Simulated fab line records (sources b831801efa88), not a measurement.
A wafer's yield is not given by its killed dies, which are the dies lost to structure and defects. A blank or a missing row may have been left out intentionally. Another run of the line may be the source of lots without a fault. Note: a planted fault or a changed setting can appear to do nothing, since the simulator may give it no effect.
Which tool is to blame? || flow sfq_line || 15 lots with 45 wafers sampled at 3 steps, on a route of 325 steps

## WHAT THE GAUGES SHOWED, per wafer
SFQ_JJ_OVL_MEAS_931. Usual: J5_OVL -2 nm, standard deviation 5.2.
{"lot": "L605", "measured": "day 43 02:55", "on": "overlay-02", "J5_OVL (nm)": "0 0 -8", "flag": ""}
{"lot": "L606", "measured": "day 43 13:50", "on": "overlay-02", "J5_OVL (nm)": "8 2 5", "flag": ""}
{"lot": "L607", "measured": "day 43 22:14", "on": "overlay-02", "J5_OVL (nm)": "-3 3 -1", "flag": ""}
{"lot": "L608", "measured": "day 44 09:01", "on": "overlay-02", "J5_OVL (nm)": "-2 -9 3", "flag": ""}
{"lot": "L609", "measured": "day 45 11:16", "on": "overlay-01", "J5_OVL (nm)": "-9 -5 1", "flag": ""}
{"lot": "L610", "measured": "day 45 18:28", "on": "overlay-01", "J5_OVL (nm)": "-4 0 4", "flag": ""}
{"lot": "L611", "measured": "day 46 07:40", "on": "overlay-01", "J5_OVL (nm)": "-12 -8 -9", "flag": ""}
{"lot": "L612", "measured": "day 46 16:04", "on": "overlay-01", "J5_OVL (nm)": "-3 1 2", "flag": ""}
{"lot": "L613", "measured": "day 47 00:25", "on": "overlay-02", "J5_OVL (nm)": "-7 -2 -4", "flag": ""}
{"lot": "L614", "measured": "day 47 10:46", "on": "overlay-01", "J5_OVL (nm)": "-3 -1 0", "flag": ""}
{"lot": "L615", "measured": "day 47 17:59", "on": "overlay-01", "J5_OVL (nm)": "-1 8 8", "flag": ""}
{"lot": "L616", "measured": "day 47 20:22", "on": "overlay-01", "J5_OVL (nm)": "2 3 4", "flag": ""}
{"lot": "L617", "measured": "day 47 22:46", "on": "overlay-01", "J5_OVL (nm)": "2 3 -5", "flag": ""}
{"lot": "L618", "measured": "day 48 04:46", "on": "overlay-02", "J5_OVL (nm)": "1 2 2", "flag": ""}
{"lot": "L619", "measured": "day 48 09:34", "on": "overlay-02", "J5_OVL (nm)": "-12 -13 -13", "flag": ""}

## EACH LOT AND THE TOOL THAT RAN IT (in order: tool; ch and the chambers of the sampled wafers; start)
{"lot": "L605", "SFQ_TRILAYER_I4_CMP_CMP_100": "cmp-01 ch 1,3, day 36 13:29", "SFQ_TRILAYER_JJ_CE_LITHO_EXPOSE_115": "krf_scanner-01 ch 0, day 43 01:25"}
{"lot": "L606", "SFQ_TRILAYER_I4_CMP_CMP_100": "cmp-01 ch 0,3, day 36 22:29", "SFQ_TRILAYER_JJ_CE_LITHO_EXPOSE_115": "krf_scanner-01 ch 0, day 43 12:31"}
{"lot": "L607", "SFQ_TRILAYER_I4_CMP_CMP_100": "cmp-01 ch 0,1,2, day 37 11:29", "SFQ_TRILAYER_JJ_CE_LITHO_EXPOSE_115": "krf_scanner-01 ch 0, day 43 20:55"}
{"lot": "L608", "SFQ_TRILAYER_I4_CMP_CMP_100": "cmp-01 ch 1,2,3, day 37 22:29", "SFQ_TRILAYER_JJ_CE_LITHO_EXPOSE_115": "krf_scanner-01 ch 0, day 44 07:31"}
{"lot": "L609", "SFQ_TRILAYER_I4_CMP_CMP_100": "cmp-02 ch 0,3, day 38 22:00", "SFQ_TRILAYER_JJ_CE_LITHO_EXPOSE_115": "krf_scanner-01 ch 0, day 45 10:10"}
{"lot": "L610", "SFQ_TRILAYER_I4_CMP_CMP_100": "cmp-02 ch 0,1,3, day 39 09:14", "SFQ_TRILAYER_JJ_CE_LITHO_EXPOSE_115": "krf_scanner-01 ch 0, day 45 16:58"}
{"lot": "L611", "SFQ_TRILAYER_I4_CMP_CMP_100": "cmp-02 ch 0,3, day 39 21:59", "SFQ_TRILAYER_JJ_CE_LITHO_EXPOSE_115": "krf_scanner-01 ch 0, day 46 06:10"}
{"lot": "L612", "SFQ_TRILAYER_I4_CMP_CMP_100": "cmp-02 ch 2,3, day 40 11:02", "SFQ_TRILAYER_JJ_CE_LITHO_EXPOSE_115": "krf_scanner-01 ch 0, day 46 14:58"}
{"lot": "L613", "SFQ_TRILAYER_I4_CMP_CMP_100": "cmp-01 ch 1,2,3, day 40 17:53", "SFQ_TRILAYER_JJ_CE_LITHO_EXPOSE_115": "krf_scanner-01 ch 0, day 46 23:07"}
{"lot": "L614", "SFQ_TRILAYER_I4_CMP_CMP_100": "cmp-02 ch 1,2, day 41 02:28", "SFQ_TRILAYER_JJ_CE_LITHO_EXPOSE_115": "krf_scanner-01 ch 0, day 47 09:16"}
{"lot": "L615", "SFQ_TRILAYER_I4_CMP_CMP_100": "cmp-01 ch 0,2,3, day 41 12:53", "SFQ_TRILAYER_JJ_CE_LITHO_EXPOSE_115": "krf_scanner-01 ch 0, day 47 16:52"}
{"lot": "L616", "SFQ_TRILAYER_I4_CMP_CMP_100": "cmp-01 ch 0,2, day 41 14:53", "SFQ_TRILAYER_JJ_CE_LITHO_EXPOSE_115": "krf_scanner-01 ch 0, day 47 18:52"}
{"lot": "L617", "SFQ_TRILAYER_I4_CMP_CMP_100": "cmp-02 ch 1,3, day 41 20:58", "SFQ_TRILAYER_JJ_CE_LITHO_EXPOSE_115": "krf_scanner-01 ch 0, day 47 21:28"}
{"lot": "L618", "SFQ_TRILAYER_I4_CMP_CMP_100": "cmp-01 ch 2,3, day 41 23:53", "SFQ_TRILAYER_JJ_CE_LITHO_EXPOSE_115": "krf_scanner-01 ch 0, day 48 03:28"}
{"lot": "L619", "SFQ_TRILAYER_I4_CMP_CMP_100": "cmp-02 ch 1,2,3, day 42 05:28", "SFQ_TRILAYER_JJ_CE_LITHO_EXPOSE_115": "krf_scanner-01 ch 0, day 48 08:04"}
- SFQ_TRILAYER_I4_CMP_CMP_100: polishes SiO2.
- SFQ_TRILAYER_JJ_CE_LITHO_EXPOSE_115: exposes mask J5, target cd 700 nm.

## WHAT THE TOOLS THEMSELVES READ (means of the sampled wafers that have a number; where no wafer has one, the mark that the record gives instead)
SFQ_TRILAYER_I4_CMP_CMP_100. Usual: motor_current_A 10.6 A, standard deviation 1.1; time_to_endpoint_s 214 s, standard deviation 8.3.
{"lot": "L605", "tool": "cmp-01", "motor_current_A (A)": 12.1, "time_to_endpoint_s (s)": 212, "flag": ""}
{"lot": "L606", "tool": "cmp-01", "motor_current_A (A)": 11.0, "time_to_endpoint_s (s)": 216, "flag": ""}
{"lot": "L607", "tool": "cmp-01", "motor_current_A (A)": 11.2, "time_to_endpoint_s (s)": 212, "flag": ""}
{"lot": "L608", "tool": "cmp-01", "motor_current_A (A)": 11.2, "time_to_endpoint_s (s)": 200, "flag": ""}
{"lot": "L609", "tool": "cmp-02", "motor_current_A (A)": 10.1, "time_to_endpoint_s (s)": 219, "flag": ""}
{"lot": "L610", "tool": "cmp-02", "motor_current_A (A)": 10.1, "time_to_endpoint_s (s)": 207, "flag": ""}
{"lot": "L611", "tool": "cmp-02", "motor_current_A (A)": 10.5, "time_to_endpoint_s (s)": 203, "flag": ""}
{"lot": "L612", "tool": "cmp-02", "motor_current_A (A)": 9.8, "time_to_endpoint_s (s)": 218, "flag": ""}
{"lot": "L613", "tool": "cmp-01", "motor_current_A (A)": 11.3, "time_to_endpoint_s (s)": 215, "flag": ""}
{"lot": "L614", "tool": "cmp-02", "motor_current_A (A)": 9.6, "time_to_endpoint_s (s)": 213, "flag": ""}
{"lot": "L615", "tool": "cmp-01", "motor_current_A (A)": 10.7, "time_to_endpoint_s (s)": 216, "flag": ""}
{"lot": "L616", "tool": "cmp-01", "motor_current_A (A)": 10.6, "time_to_endpoint_s (s)": 218, "flag": ""}
{"lot": "L617", "tool": "cmp-02", "motor_current_A (A)": 10.5, "time_to_endpoint_s (s)": 214, "flag": ""}
{"lot": "L618", "tool": "cmp-01", "motor_current_A (A)": 11.2, "time_to_endpoint_s (s)": 211, "flag": ""}
{"lot": "L619", "tool": "cmp-02", "motor_current_A (A)": 9.9, "time_to_endpoint_s (s)": 206, "flag": ""}

## THE ANSWER, worked out from the rows above alone
Rule: lot off if the mean of its wafers having a number is beyond 3 standard deviations from the usual mean. A lot without any number at a reading at which 4 lots or more have one is off too. Where the step has rows for the other lots, those lots are counted as sound. First the gauges in route order, then the tools' own readings, where a lot's mean is used as printed above. The first step at which some lot is off is used, and at that step the reading that is off furthest; a lot without a number counts as furthest.
Nothing can be told from this: no lot is off at any reading shown.

## WHAT WAS PUT IN BY THE SIMULATOR
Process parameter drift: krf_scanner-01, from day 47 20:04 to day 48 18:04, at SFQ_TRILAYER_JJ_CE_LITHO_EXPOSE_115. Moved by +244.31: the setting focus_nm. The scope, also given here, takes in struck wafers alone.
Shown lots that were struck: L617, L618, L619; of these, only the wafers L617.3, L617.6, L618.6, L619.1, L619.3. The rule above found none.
